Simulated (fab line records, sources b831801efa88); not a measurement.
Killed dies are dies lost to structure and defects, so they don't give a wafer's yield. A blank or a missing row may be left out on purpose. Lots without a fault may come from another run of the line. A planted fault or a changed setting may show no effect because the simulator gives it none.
fab line records | flow gf180mcu
record lots=5 wafers=15 last_day=33
route steps=602 shown V4@489 MIM@503
lots that met no fault: from a run of the same line without faults
start_h: hours from the record's first day to the start of the lot's first wafer shown | wait_h: hours since the lot's step before | " the same as in the row above | L1.1+2: a row that stands for several wafers | - no value, or no start given | * or withheld: withheld | < > ~ a bound
route shown NAME@n: a module of which the file shows steps, and the number in the route of the first | usual: mean/standard deviation of fault-free wafers | same: alike in all rows | chamber/n: place in a boat | sites: the reading at each site | _std_site: their standard deviation | _edge_site: outer sites' mean less inner sites' | radius_mm: how far each site lies from the wafer's centre | mask NAME#n: copy n | behind: the tool/chamber that last shaped the wafer | hold: why the lot was held/for how many hours/how that ended | device: the transistor (n, p or np) that didn't switch | end of line: the same wafers' tests at the end of the route | a step without rows: its recipe alone | killed: dies lost to structure and defects at the first sort, not the wafer's yield | map: a wafer's dies, x killed, . not, _ none there
set.NAME: the setting as run; set.NAME@STEP: as run at that earlier step | model.NAME: the simulator's own value behind a step, which no gauge read
lots at some steps of the route; a table a step, a row a wafer
services: from which hour (start_h, from the record's first day; less than 0 if before it) a tool's chamber was out of use, for how many hours, and why
## steps
# step GF_V4_DEVELOP_13
# recipe develop_time_s=60 resist=KrF dev_temp_c=21
# columns lot.wafer tool chamber start_h wait_h
L078.4+5+6 litho_track-04 0 594.78 0.1
L081.2+3+5 litho_track-01 0 637.12 0.2
L087.1+2+3 litho_track-01 0 666.64 0.2
L089.1+3+6 litho_track-04 0 681.35 0.2
L090.1+3+5 litho_track-04 0 689.20 0.2
# step GF_V4_CD_MEAS_14
# recipe target_cd_nm=260
# usual cd_nm=259.9/1.3
# columns lot.wafer tool chamber start_h wait_h cd_nm
L078.4 cd_sem-01 - 594.91 0.1 259.1
L078.5 " - " " 259.3
L078.6 " - " " 258.3
L081.2 cd_sem-01 - 637.26 0.1 257.7
L081.3 " - " " 257.7
L081.5 " - " " 257.2
L087.1 cd_sem-02 - 666.79 0.1 258.3
L087.2 " - " " 256.5
L087.3 " - " " 256.7
L089.1 cd_sem-02 - 681.50 0.1 259.6
L089.3 " - " " 260.1
L089.6 " - " " 260.1
L090.1 cd_sem-01 - 689.35 0.1 260.4
L090.3 " - " " 260.9
L090.5 " - " " 260.5
# step GF_V4_OVL_MEAS_15
# usual V4_OVL=4/4.8
# columns lot.wafer tool chamber start_h wait_h V4_OVL[nm]
L078.4 overlay-02 - 594.99 0.1 -6
L078.5 " - " " 1
L078.6 " - " " -2
L081.2 overlay-02 - 637.37 0.1 5
L081.3 " - " " 1
L081.5 " - " " 1
L087.1 overlay-01 - 666.91 0.1 5
L087.2 " - " " 5
L087.3 " - " " 7
L089.1 overlay-02 - 681.62 0.1 -3
L089.3 " - " " -8
L089.6 " - " " -2
L090.1 overlay-01 - 689.47 0.1 10
L090.3 " - " " 7
L090.5 " - " " 10
# step GF_V4_ETCH_16
# recipe chemistry=N2/H2 target_depth_a=withheld overetch_a=withheld time_s=withheld target=BARC ion_energy_ev=200 source_w=500 bias_w=100 pressure_mtorr=30 n2_flow_sccm=100 h2_flow_sccm=200
# usual drypump_motor_current_A=5.7/0.4 h2_flow_sccm=200.0/0.58 oes_product_au=0.855/0.0047 throttle_valve_pct=13.224/0.0088
# columns lot.wafer tool chamber start_h wait_h drypump_motor_current_A h2_flow_sccm oes_product_au throttle_valve_pct
L078.4 rie_diel-04 0 595.01 0.0 5.4 200.1 0.861 13.220
L078.5 " 1 " " 6.1 199.7 0.858 13.224
L078.6 " 0 " " 5.5 199.8 0.848 13.230
L081.2 rie_diel-03 3 637.40 0.0 5.0 200.2 0.850 13.207
L081.3 " 1 " " 5.6 199.9 0.850 13.238
L081.5 " 2 " " 5.3 200.3 0.857 13.217
L087.1 rie_diel-01 2 666.95 0.0 5.8 198.4 0.854 13.235
L087.2 " 1 " " 5.9 199.3 0.849 13.224
L087.3 " 0 " " 6.0 200.0 0.854 13.229
L089.1 rie_diel-03 2 681.66 0.0 5.3 199.8 0.849 13.231
L089.3 " 0 " " 6.0 199.9 0.858 13.237
L089.6 " 3 " " 4.9 199.7 0.861 13.218
L090.1 rie_diel-04 1 689.51 0.0 6.1 200.1 0.852 13.216
L090.3 " 0 " " 5.4 200.4 0.862 13.225
L090.5 " 2 " " 5.2 198.9 0.852 13.232
# step GF_V4_ETCH_17
# recipe chemistry=C4F8/O2/Ar mask_material=KrF target=SiO2 stop_on=TiN source_w=1500 bias_w=1200 pressure_mtorr=40 c4f8_flow_sccm=withheld O2_flow_sccm=6 Ar_flow_sccm=300 time_s=withheld target_depth_a=6300
# usual oes_product_au=0.856/0.004
# columns lot.wafer tool chamber start_h wait_h oes_product_au
L078.4 rie_diel-04 0 - - 0.864
L078.5 " 1 " " 0.856
L078.6 " 0 " " 0.856
L081.2 rie_diel-03 3 - - 0.859
L081.3 " 1 " " 0.863
L081.5 " 2 " " 0.853
L087.1 rie_diel-01 2 - - 0.857
L087.2 " 1 " " 0.851
L087.3 " 0 " " 0.855
L089.1 rie_diel-03 2 - - 0.854
L089.3 " 0 " " 0.856
L089.6 " 3 " " 0.852
L090.1 rie_diel-04 1 - - 0.855
L090.3 " 0 " " 0.853
L090.5 " 2 " " 0.853
# step GF_V4_STRIP_18
# recipe chemistry=O2/N2 power_w=1400 pressure_mtorr=1500 platen_temp_c=250 o2_flow_sccm=3000 n2_flow_sccm=300 overash_fraction=0.5
# usual drypump_motor_current_A=5.7/0.32 heater_power_w=327/23 oes_product_au=0.592/0.0049 platen_temp_c=249.98/0.15
# columns lot.wafer tool chamber start_h wait_h drypump_motor_current_A heater_power_w oes_product_au platen_temp_c rf_hours_counter_h
L078.4 plasma_asher-04 0 595.17 - 5.2 302 0.599 249.82 -
L078.5 " 0 " " 5.2 310 0.582 250.07 -
L078.6 " 1 " " 5.2 300 0.589 249.93 -
L081.2 plasma_asher-03 1 637.53 - 5.8 327 0.593 250.15 63
L081.3 " 1 " " 5.8 332 0.592 250.05 -
L081.5 " 0 " " 5.9 353 0.590 250.11 -
L087.1 plasma_asher-01 0 667.08 - 5.6 293 0.596 250.19 75
L087.2 " 1 " " 6.1 371 0.580 250.03 75
L087.3 " 1 " " 6.1 362 0.590 250.18 -
L089.1 plasma_asher-03 0 681.78 - 5.9 343 0.597 249.94 68
L089.3 " 0 " " 5.9 347 0.590 250.01 -
L089.6 " 0 " " 5.9 345 0.603 249.98 -
L090.1 plasma_asher-01 1 689.63 - 6.1 367 0.594 249.88 77
L090.3 " 0 " " 5.6 296 0.601 250.09 -
L090.5 " 0 " " 5.6 300 0.596 249.82 -
# step GF_V4_STRIP_19
# recipe chemistry=post_etch_residue_remover time_s=1200 temp_c=72.5
# columns lot.wafer tool chamber start_h wait_h
L078.4+5+6 wet_bench-02 3 595.24 0.0
L081.2+3+5 wet_bench-01 1 637.63 0.1
L087.1+2+3 wet_bench-04 0 667.18 0.1
L089.1+3+6 wet_bench-02 1 681.88 0.1
L090.1+3+5 wet_bench-04 2 689.73 0.1
# step GF_V4_CLEAN_20
# recipe chemistry=DIW dry=n2_spin
# columns lot.wafer tool chamber start_h wait_h
L078.4+5+6 wet_bench-01 3 595.58 0.0
L081.2+3+5 wet_bench-02 1 637.97 0.0
L087.1+2+3 wet_bench-02 0 667.52 0.0
L089.1+3+6 wet_bench-04 0 682.63 0.0
L090.1+3+5 wet_bench-02 2 690.08 0.0
# step GF_V4_SPUTTER_21
# recipe material=Ti target_thk_nm=15 chamber_pressure_pa=5 power_w=2500 substrate_temp_c=200 time_s=80.02
# usual cathode_dc_power_W=2500.0/0.44 throttle_valve_pct=29.8/0.79
# columns lot.wafer tool chamber start_h wait_h cathode_dc_power_W throttle_valve_pct
L078.4 pvd_sputter-03 - 595.70 0.0 2500.5 29.1
L078.5 " - " " 2500.0 31.5
L078.6 " - " " 2500.3 29.7
L081.2 pvd_sputter-03 - 638.06 0.0 2500.1 29.2
L081.3 " - " " 2499.3 29.8
L081.5 " - " " 2499.9 31.2
L087.1 pvd_sputter-04 - 667.61 0.0 2500.0 30.2
L087.2 " - " " 2499.7 29.1
L087.3 " - " " 2501.3 28.4
L089.1 pvd_sputter-04 - 682.72 0.0 2499.4 28.7
L089.3 " - " " 2499.9 31.4
L089.6 " - " " 2500.0 30.0
L090.1 pvd_sputter-02 - 690.17 0.0 2500.3 30.0
L090.3 " - " " 2500.4 29.8
L090.5 " - " " 2499.9 30.5
# step GF_V4_SPUTTER_22
# recipe material=TiN target_thk_nm=10 chamber_pressure_pa=5 power_w=4000 time_s=40
# usual cathode_dc_power_W=4000.0/0.67 throttle_valve_pct=29.8/0.77
# columns lot.wafer tool chamber start_h wait_h cathode_dc_power_W throttle_valve_pct
L078.4 pvd_sputter-03 - 595.75 0.0 3999.8 29.3
L078.5 " - " " 3999.1 31.6
L078.6 " - " " 4000.5 29.7
L081.2 pvd_sputter-03 - 638.12 0.0 3999.0 29.0
L081.3 " - " " 4000.7 29.8
L081.5 " - " " 4000.4 31.2
L087.1 pvd_sputter-04 - 667.67 0.0 3999.7 30.0
L087.2 " - " " 3999.8 29.3
L087.3 " - " " 3999.9 28.7
L089.1 pvd_sputter-04 - 682.78 0.0 4000.1 28.6
L089.3 " - " " 4000.0 30.9
L089.6 " - " " 3998.7 30.0
L090.1 pvd_sputter-02 - 690.23 0.0 4000.1 30.1
L090.3 " - " " 4000.8 30.0
L090.5 " - " " 3999.7 30.1
# step GF_V4_CVD_23
# recipe material=W target_thk_nm=350 time_s=104.9 temp_c=400 pressure_torr=40
# usual chamber_pressure_Torr=40.00/0.1 heater_power_w=847/120
# columns lot.wafer tool chamber start_h wait_h chamber_pressure_Torr heater_power_w
L078.4 cvd_w-02 1 595.81 0.0 40.02 698
L078.5 " 0 " " 40.01 858
L078.6 " 1 " " 39.93 694
L081.2 cvd_w-01 0 638.16 0.0 40.00 740
L081.3 " 0 " " 40.08 763
L081.5 " 0 " " 40.07 748
L087.1 cvd_w-01 1 667.71 0.0 40.17 1007
L087.2 " 0 " " 39.99 753
L087.3 " 0 " " 39.79 761
L089.1 cvd_w-01 1 682.82 0.0 40.00 1016
L089.3 " 1 " " 40.07 1003
L089.6 " 1 " " 39.96 973
L090.1 cvd_w-02 0 690.27 0.0 40.04 874
L090.3 " 1 " " 39.83 705
L090.5 " 1 " " 39.93 697
# step GF_V4_RS_MEAS_24
# recipe thk_meas_gauge=four-point-probe reads=W_of_V4_CVD_23+TiN_of_V4_SPUTTER_22+Ti_of_V4_SPUTTER_21
# usual V4_W_RS=0.326/0.0031
# columns lot.wafer tool chamber start_h wait_h V4_W_RS[ohm/sq]
L078.4 film_metro-01 - 595.94 0.1 0.322
L078.5 " - " " 0.326
L078.6 " - " " 0.325
L081.2 film_metro-03 - 638.29 0.1 0.324
L081.3 " - " " 0.325
L081.5 " - " " 0.325
L087.1 film_metro-01 - 667.82 0.1 0.325
L087.2 " - " " 0.322
L087.3 " - " " 0.323
L089.1 film_metro-04 - 683.05 0.2 0.326
L089.3 " - " " 0.328
L089.6 " - " " 0.328
L090.1 film_metro-01 - 690.38 0.1 0.331
L090.3 " - " " 0.325
L090.5 " - " " 0.331
# step GF_V4_THK_MEAS_25
# recipe thk_meas_gauge=xrf reads=W_of_V4_CVD_23
# usual V4_W_THK=347/4.7
# columns lot.wafer tool chamber start_h wait_h V4_W_THK[nm]
L078.4 film_metro-01 - 596.03 0.1 351
L078.5 " - " " 349
L078.6 " - " " 349
L081.2 film_metro-03 - 638.40 0.1 346
L081.3 " - " " 344
L081.5 " - " " 343
L087.1 film_metro-01 - 667.94 0.1 350
L087.2 " - " " 354
L087.3 " - " " 352
L089.1 film_metro-04 - 683.17 0.1 346
L089.3 " - " " 344
L089.6 " - " " 343
L090.1 film_metro-01 - 690.50 0.1 348
L090.3 " - " " 351
L090.5 " - " " 347
# step GF_V4_CMP_26
# recipe stop_on=SiO2 down_force_psi=3.5 platen_rpm=60 t_overpolish_s=15 target_thk_nm=0 pad_velocity_m_s=0.94248
# usual motor_current_A=11.0/1.1 overpolish_run_s=15.000/0.0085 slurry_filter_dp_kPa=13.51/0.14 time_to_endpoint_s=86.0/3
# columns lot.wafer tool chamber start_h wait_h motor_current_A overpolish_run_s slurry_filter_dp_kPa time_to_endpoint_s
L078.4 cmp-01 0 596.16 0.1 12.4 15.010 13.55 82.6
L078.6 " 2 " " 10.1 15.005 13.46 81.8
L078.5 " 3 " " 10.1 14.993 13.63 79.6
L081.3 cmp-02 2 638.50 0.1 11.8 15.000 13.49 85.6
L081.2 " 3 " " 11.4 14.999 13.32 79.0
L081.5 " 2 " " 11.6 14.989 13.64 84.7
L087.1 cmp-01 1 668.04 0.1 10.9 15.003 13.36 89.2
L087.3 " 3 " " 10.5 14.998 13.59 86.6
L087.2 " 0 " " 11.6 14.993 13.52 89.9
L089.3 cmp-01 0 683.28 0.1 11.4 14.997 13.78 85.0
L089.1 " 1 " " 10.9 15.007 13.53 87.7
L089.6 " 3 " " 10.2 14.994 13.48 89.0
L090.1 cmp-02 1 690.61 0.1 13.0 14.991 13.65 83.3
L090.3 " 3 " " 11.4 14.997 13.33 85.6
L090.5 " 0 " " 9.8 15.003 13.64 84.9
# step GF_MIM_SPUTTER_00
# recipe material=Ti target_thk_nm=37.5 arriving_ion_energy_ev=80 substrate_temp_c=200 chamber_pressure_pa=2 power_w=4000 time_s=150
# usual cathode_dc_power_W=4000.0/0.79 throttle_valve_pct=30.1/0.95
# columns lot.wafer tool chamber start_h wait_h cathode_dc_power_W throttle_valve_pct
L078.4 pvd_sputter-03 - 596.41 0.2 4000.1 29.3
L078.5 " - " " 4000.8 29.7
L078.6 " - " " 3999.3 31.0
L081.2 pvd_sputter-02 - 638.75 0.1 4001.2 29.9
L081.3 " - " " 3999.3 30.1
L081.5 " - " " 4000.5 30.7
L087.1 pvd_sputter-02 - 668.34 0.2 4000.5 29.4
L087.2 " - " " 3998.8 30.1
L087.3 " - " " 4000.3 30.9
L089.1 pvd_sputter-03 - 683.53 0.1 4000.6 29.2
L089.3 " - " " 4000.6 29.8
L089.6 " - " " 3999.9 31.4
L090.1 pvd_sputter-01 - 690.86 0.2 3999.9 31.9
L090.3 " - " " 3999.0 30.5
L090.5 " - " " 4000.8 30.7
# step GF_MIM_SPUTTER_01
# recipe material=TiN target_thk_nm=30 power_w=6500 time_s=25 chamber_pressure_pa=0.4
# usual cathode_dc_power_W=6500.1/1.2 throttle_valve_pct=30.1/0.95
# columns lot.wafer tool chamber start_h wait_h cathode_dc_power_W throttle_valve_pct
L078.4 pvd_sputter-03 - 596.48 0.0 6499.5 29.0
L078.5 " - " " 6501.1 29.8
L078.6 " - " " 6498.7 31.1
L081.2 pvd_sputter-02 - 638.85 0.1 6498.0 30.0
L081.3 " - " " 6500.1 30.1
L081.5 " - " " 6500.4 31.0
L087.1 pvd_sputter-02 - 668.44 0.1 6500.0 29.3
L087.2 " - " " 6501.7 29.9
L087.3 " - " " 6499.0 30.4
L089.1 pvd_sputter-03 - 683.63 0.1 6499.4 29.2
L089.3 " - " " 6500.9 29.8
L089.6 " - " " 6500.3 31.2
L090.1 pvd_sputter-01 - 690.96 0.1 6501.1 31.8
L090.3 " - " " 6501.4 30.7
L090.5 " - " " 6498.4 30.3
# step GF_MIM_SPUTTER_02
# recipe material=AlCu target_thk_nm=450 power_w=10600 time_s=23.9 chamber_pressure_pa=0.4
# usual cathode_dc_power_W=10600/2 throttle_valve_pct=30.1/0.97
# columns lot.wafer tool chamber start_h wait_h cathode_dc_power_W throttle_valve_pct
L078.4 pvd_sputter-03 - 596.51 0.0 10602 29.2
L078.5 " - " " 10598 29.8
L078.6 " - " " 10600 31.2
L081.2 pvd_sputter-02 - 638.88 0.0 10600 29.6
L081.3 " - " " 10599 30.1
L081.5 " - " " 10602 30.5
L087.1 pvd_sputter-02 - 668.47 0.0 10600 29.6
L087.2 " - " " 10598 29.9
L087.3 " - " " 10600 30.7
L089.1 pvd_sputter-03 - 683.66 0.0 10598 29.4
L089.3 " - " " 10598 29.8
L089.6 " - " " 10597 31.5
L090.1 pvd_sputter-01 - 690.99 0.0 10601 31.9
L090.3 " - " " 10601 30.5
L090.5 " - " " 10601 30.4
# step GF_MIM_SPUTTER_03
# recipe material=Ti target_thk_nm=10 substrate_temp_c=300 chamber_pressure_pa=0.3 power_w=3000 time_s=6.7
# usual cathode_dc_power_W=3000.0/0.51 throttle_valve_pct=30.1/0.96
# columns lot.wafer tool chamber start_h wait_h cathode_dc_power_W throttle_valve_pct
L078.4 pvd_sputter-03 - 596.53 0.0 3000.7 29.3
L078.5 " - " " 2999.7 29.8
L078.6 " - " " 3000.0 31.4
L081.2 pvd_sputter-02 - 638.91 0.0 2999.7 30.0
L081.3 " - " " 3000.2 30.1
L081.5 " - " " 2999.9 30.4
L087.1 pvd_sputter-02 - 668.50 0.0 2999.8 29.2
L087.2 " - " " 2999.9 30.2
L087.3 " - " " 2999.9 30.9
L089.1 pvd_sputter-03 - 683.69 0.0 2999.2 29.2
L089.3 " - " " 3000.6 29.7
L089.6 " - " " 3000.5 31.5
L090.1 pvd_sputter-01 - 691.02 0.0 3000.0 31.7
L090.3 " - " " 2999.3 30.6
L090.5 " - " " 2999.9 30.6
# step GF_MIM_SPUTTER_04
# recipe material=TiN target_thk_nm=50 power_w=6500 time_s=41.7 chamber_pressure_pa=0.4
# usual cathode_dc_power_W=6500.0/1.1 throttle_valve_pct=30.1/0.96
# columns lot.wafer tool chamber start_h wait_h cathode_dc_power_W throttle_valve_pct
L078.4 pvd_sputter-03 - 596.56 0.0 6500.6 29.3
L078.5 " - " " 6501.5 29.7
L078.6 " - " " 6500.1 31.3
L081.2 pvd_sputter-02 - 638.94 0.0 6500.0 29.5
L081.3 " - " " 6499.2 29.9
L081.5 " - " " 6500.2 30.8
L087.1 pvd_sputter-02 - 668.52 0.0 6499.7 29.2
L087.2 " - " " 6499.9 29.9
L087.3 " - " " 6498.4 30.8
L089.1 pvd_sputter-03 - 683.71 0.0 6500.4 29.4
L089.3 " - " " 6500.3 29.6
L089.6 " - " " 6499.2 31.4
L090.1 pvd_sputter-01 - 691.04 0.0 6501.8 31.8
L090.3 " - " " 6501.8 30.5
L090.5 " - " " 6500.0 30.4
# step GF_MIM_CVD_05
# recipe material=Si3N4 target_thk_nm=42 temp_max_c=400 temp_c=385 time_s=29.086 rf_w=450
# usual heater_power_w=660/83
# columns lot.wafer tool chamber start_h wait_h heater_power_w
L078.4 pecvd-03 1 596.60 0.0 621
L078.5 " 2 " " 652
L078.6 " 0 " " 599
L081.2 pecvd-02 1 638.98 0.0 688
L081.3 " 0 " " 860
L081.5 " 0 " " 858
L087.1 pecvd-03 2 668.56 0.0 769
L087.2 " 1 " " 712
L087.3 " 0 " " 548
L089.1 pecvd-02 1 683.75 0.0 689
L089.3 " 2 " " 613
L089.6 " 0 " " 879
L090.1 pecvd-04 1 691.08 0.0 539
L090.3 " 0 " " 589
L090.5 " 0 " " 585
# step GF_MIM_THK_MEAS_06
# recipe reads=Si3N4_of_MIM_CVD_05
# usual MIM_CVD_05_THK=41.9/0.63
# columns lot.wafer tool chamber start_h wait_h MIM_CVD_05_THK[nm]
L078.4 film_metro-01 - 596.64 0.0 42.8
L078.5 " - " " 43.3
L078.6 " - " " 42.0
L081.2 film_metro-04 - 639.02 0.0 40.9
L081.3 " - " " 41.9
L081.5 " - " " 42.5
L087.1 film_metro-04 - 668.60 0.0 41.8
L087.2 " - " " 42.0
L087.3 " - " " 41.6
L089.1 film_metro-02 - 683.78 0.0 41.9
L089.3 " - " " 40.7
L089.6 " - " " 43.2
L090.1 film_metro-02 - 691.11 0.0 41.5
L090.3 " - " " 41.8
L090.5 " - " " 42.3
# step GF_MIM_SPUTTER_07
# recipe material=TiN target_thk_nm=60 power_w=6500 time_s=50 chamber_pressure_pa=0.4
# usual cathode_dc_power_W=6500.1/1 throttle_valve_pct=30.2/0.94
# columns lot.wafer tool chamber start_h wait_h cathode_dc_power_W throttle_valve_pct
L078.4 pvd_sputter-02 - 596.67 0.0 6501.2 29.4
L078.5 " - " " 6500.2 30.6
L078.6 " - " " 6499.3 29.9
L081.2 pvd_sputter-03 - 639.07 0.0 6498.7 31.4
L081.3 " - " " 6499.4 29.1
L081.5 " - " " 6500.9 29.4
L087.1 pvd_sputter-01 - 668.66 0.1 6499.6 30.5
L087.2 " - " " 6500.4 31.8
L087.3 " - " " 6500.3 29.1
L089.1 pvd_sputter-01 - 683.84 0.1 6501.9 31.9
L089.3 " - " " 6499.5 31.7
L089.6 " - " " 6499.8 29.1
L090.1 pvd_sputter-02 - 691.17 0.1 6499.1 30.0
L090.3 " - " " 6499.9 30.1
L090.5 " - " " 6502.8 28.9
# step GF_MIM_SPUTTER_08
# recipe material=AlCu target_thk_nm=200 power_w=10600 time_s=10.6 chamber_pressure_pa=0.4
# usual cathode_dc_power_W=10600/2 throttle_valve_pct=30.2/0.94
# columns lot.wafer tool chamber start_h wait_h cathode_dc_power_W throttle_valve_pct
L078.4 pvd_sputter-02 - 596.72 0.0 10604 29.5
L078.5 " - " " 10602 30.7
L078.6 " - " " 10602 30.0
L081.2 pvd_sputter-03 - 639.12 0.0 10603 31.5
L081.3 " - " " 10599 29.2
L081.5 " - " " 10598 29.5
L087.1 pvd_sputter-01 - 668.70 0.0 10599 30.7
L087.2 " - " " 10598 31.8
L087.3 " - " " 10601 29.0
L089.1 pvd_sputter-01 - 683.88 0.0 10597 31.9
L089.3 " - " " 10601 31.7
L089.6 " - " " 10597 29.2
L090.1 pvd_sputter-02 - 691.22 0.0 10599 29.9
L090.3 " - " " 10599 30.0
L090.5 " - " " 10598 29.2
# step GF_MIM_SPUTTER_09
# recipe material=TiN target_thk_nm=35 power_w=6500 time_s=29.2 chamber_pressure_pa=0.4
# usual cathode_dc_power_W=6500.0/1.1 throttle_valve_pct=30.2/0.95
# columns lot.wafer tool chamber start_h wait_h cathode_dc_power_W throttle_valve_pct
L078.4 pvd_sputter-02 - 596.74 0.0 6500.2 29.3
L078.5 " - " " 6499.6 30.7
L078.6 " - " " 6498.9 30.2
L081.2 pvd_sputter-03 - 639.14 0.0 6497.5 31.2
L081.3 " - " " 6500.6 28.8
L081.5 " - " " 6500.4 29.5
L087.1 pvd_sputter-01 - 668.72 0.0 6498.9 30.7
L087.2 " - " " 6499.8 31.8
L087.3 " - " " 6502.4 29.2
L089.1 pvd_sputter-01 - 683.91 0.0 6501.6 31.9
L089.3 " - " " 6499.4 31.8
L089.6 " - " " 6498.6 29.2
L090.1 pvd_sputter-02 - 691.24 0.0 6500.5 29.9
L090.3 " - " " 6499.8 29.9
L090.5 " - " " 6500.8 29.4
# step GF_MIM_RS_MEAS_10
# recipe thk_meas_gauge=four-point-probe reads=TiN_of_MIM_SPUTTER_09+AlCu_of_MIM_SPUTTER_08+TiN_of_MIM_SPUTTER_07
# usual MIM_ALCU_RS=0.1612/0.0021
# columns lot.wafer tool chamber start_h wait_h MIM_ALCU_RS[ohm/sq]
L078.4 film_metro-02 - 596.83 0.1 0.1593
L078.5 " - " " 0.1627
L078.6 " - " " 0.1592
L081.2 film_metro-04 - 639.19 0.0 0.1589
L081.3 " - " " 0.1558
L081.5 " - " " 0.1580
L087.1 film_metro-02 - 668.76 0.0 0.1606
L087.2 " - " " 0.1629
L087.3 " - " " 0.1621
L089.1 film_metro-04 - 683.94 0.0 0.1613
L089.3 " - " " 0.1654
L089.6 " - " " 0.1604
L090.1 film_metro-01 - 691.27 0.0 0.1629
L090.3 " - " " 0.1619
L090.5 " - " " 0.1628
# step GF_MIM_THK_MEAS_11
# recipe thk_meas_gauge=xrf reads=AlCu_of_MIM_SPUTTER_08
# usual MIM_ALCU_THK=198.2/2.6
# columns lot.wafer tool chamber start_h wait_h MIM_ALCU_THK[nm]
L078.4 film_metro-02 - 596.92 0.1 200.4
L078.5 " - " " 197.8
L078.6 " - " " 199.5
L081.2 film_metro-04 - 639.30 0.1 200.3
L081.3 " - " " 203.6
L081.5 " - " " 201.7
L087.1 film_metro-02 - 668.88 0.1 199.0
L087.2 " - " " 195.9
L087.3 " - " " 197.1
L089.1 film_metro-04 - 684.06 0.1 197.1
L089.3 " - " " 192.5
L089.6 " - " " 197.6
L090.1 film_metro-01 - 691.39 0.1 196.1
L090.3 " - " " 198.8
L090.5 " - " " 197.9
# step GF_MIM_DEHYDRATE_12
# recipe temp_c=200 time_s=60
# columns lot.wafer tool chamber start_h wait_h
L078.4+5+6 litho_track-02 0 607.38 10.4
L081.2+3+5 litho_track-02 0 648.28 9.0
L087.1+2+3 litho_track-04 0 678.25 9.4
L089.1+3+6 litho_track-03 0 692.51 8.4
L090.1+3+5 litho_track-04 0 699.75 8.3
# step GF_MIM_HMDS_13
# recipe prime_time_s=60 prime_temp_c=120
# same prime_time_s=60
# columns lot.wafer tool chamber start_h wait_h
L078.4+5+6 litho_track-02 0 607.53 0.1
L081.2+3+5 litho_track-02 0 648.43 0.1
L087.1+2+3 litho_track-04 0 678.40 0.1
L089.1+3+6 litho_track-03 0 692.66 0.1
L090.1+3+5 litho_track-04 0 699.90 0.1
# step GF_MIM_COAT_14
# recipe resist=NOVOLAK spin_rpm=3000 resist_thk_nm=1000
# columns lot.wafer tool chamber start_h wait_h
L078.4+5+6 litho_track-02 0 607.68 0.1
L081.2+3+5 litho_track-02 0 648.58 0.1
L087.1+2+3 litho_track-04 0 678.55 0.1
L089.1+3+6 litho_track-03 0 692.81 0.1
L090.1+3+5 litho_track-04 0 700.05 0.1
# step GF_MIM_SOFTBAKE_15
# recipe temp_c=90 time_s=60 resist=NOVOLAK
# columns lot.wafer tool chamber start_h wait_h
L078.4+5+6 litho_track-02 0 607.83 0.1
L081.2+3+5 litho_track-02 0 648.73 0.1
L087.1+2+3 litho_track-04 0 678.70 0.1
L089.1+3+6 litho_track-03 0 692.96 0.1
L090.1+3+5 litho_track-04 0 700.20 0.1
# step GF_MIM_EXPOSE_16
# recipe mask_id=FuseTop target_cd_nm=2000 na=0.6 source_shape=conventional sigma_outer=0.6 dose_mj=140
# columns lot.wafer tool chamber start_h wait_h mask
L078.4+5+6 iline_stepper-01 0 - - FuseTop#0
L081.2+3+5 iline_stepper-02 0 - - FuseTop#0
L087.1+2+3 iline_stepper-01 0 - - FuseTop#0
L089.1+3+6 iline_stepper-01 0 - - FuseTop#0
L090.1+3+5 iline_stepper-02 0 - - FuseTop#0
# step GF_MIM_PEB_17
# recipe temp_c=withheld time_s=* resist=NOVOLAK
# columns lot.wafer tool chamber start_h wait_h
L078.4+5+6 litho_track-04 0 - -
L081.2+3+5 litho_track-03 0 - -
L087.1+2+3 litho_track-02 0 - -
L089.1+3+6 litho_track-02 0 - -
L090.1+3+5 litho_track-03 0 - -
# step GF_MIM_DEVELOP_18
# recipe develop_time_s=60 dev_temp_c=23
# columns lot.wafer tool chamber start_h wait_h
L078.4+5+6 litho_track-04 0 617.78 0.1
L081.2+3+5 litho_track-03 0 658.24 0.1
L087.1+2+3 litho_track-02 0 687.70 0.1
L089.1+3+6 litho_track-02 0 701.80 0.1
L090.1+3+5 litho_track-03 0 709.01 0.1
# step GF_MIM_METAL_ETCH_19
# recipe chemistry=Cl2/BCl3 mask_material=NOVOLAK stop_on=Si3N4 target_depth_nm=324.5 pressure_mtorr=8 icp_w=800 bias_w=140 Cl2_flow_sccm=80 bcl3_flow_sccm=40 time_s=54.1
# usual drypump_motor_current_A=5.5/0.38 oes_product_au=0.939/0.0068 throttle_valve_pct=28.286/0.011
# columns lot.wafer tool chamber start_h wait_h drypump_motor_current_A oes_product_au rf_hours_counter_h throttle_valve_pct
L078.4 rie_metal-02 1 617.87 0.1 5.7 0.935 - 28.283
L078.5 " 0 " " 5.3 0.934 - 28.288
L078.6 " 1 " " 5.7 0.940 - 28.275
L081.2 rie_metal-02 1 658.36 0.1 5.7 0.938 6 28.290
L081.3 " 1 " " 5.7 0.954 - 28.263
L081.5 " 1 " " 5.7 0.942 - 28.283
L087.1 rie_metal-01 0 687.85 0.1 5.6 0.940 5 28.297
L087.2 " 1 " " 5.8 0.933 9 28.282
L087.3 " 1 " " 5.8 0.931 - 28.293
L089.1 rie_metal-01 1 701.95 0.1 5.8 0.939 9 28.283
L089.3 " 1 " " 5.8 0.934 - 28.298
L089.6 " 1 " " 5.8 0.940 - 28.264
L090.1 rie_metal-03 1 709.16 0.1 5.6 0.930 3 28.314
L090.3 " 0 " " 4.7 0.933 - 28.282
L090.5 " 0 " " 4.7 0.936 - 28.296
## services
# columns tool chamber start_h hours kind
cmp-01 - 572.00 4.0 pm
rie_diel-03 - 572.38 1.0 repair
cmp-01 - 575.52 11.9 repair
iline_stepper-01 - 577.43 3.0 repair
cvd_w-02 - 579.79 2.8 pm
pvd_sputter-01 - 584.88 11.2 repair
iline_stepper-01 - 585.64 1.7 pm
cvd_w-01 0 592.32 14.4 repair
pvd_sputter-03 - 598.22 2.1 repair
pecvd-02 - 602.32 1.0 repair
rie_diel-04 3 614.69 8.5 repair
iline_stepper-01 - 624.20 0.8 repair
iline_stepper-01 - 626.17 4.4 pm
cmp-01 - 629.68 1.1 repair
pvd_sputter-01 - 637.10 4.1 repair
rie_diel-04 0 641.07 2.5 repair
cmp-01 - 642.53 3.5 repair
cvd_w-01 1 644.56 7.6 repair
rie_diel-04 2 678.93 2.7 repair
cvd_w-01 0 680.91 2.0 repair
pvd_sputter-03 - 683.86 2.6 repair
iline_stepper-01 - 697.86 7.4 repair
cmp-01 - 699.74 6.8 repair
pvd_sputter-04 - 705.74 1.7 repair
## key
fault none
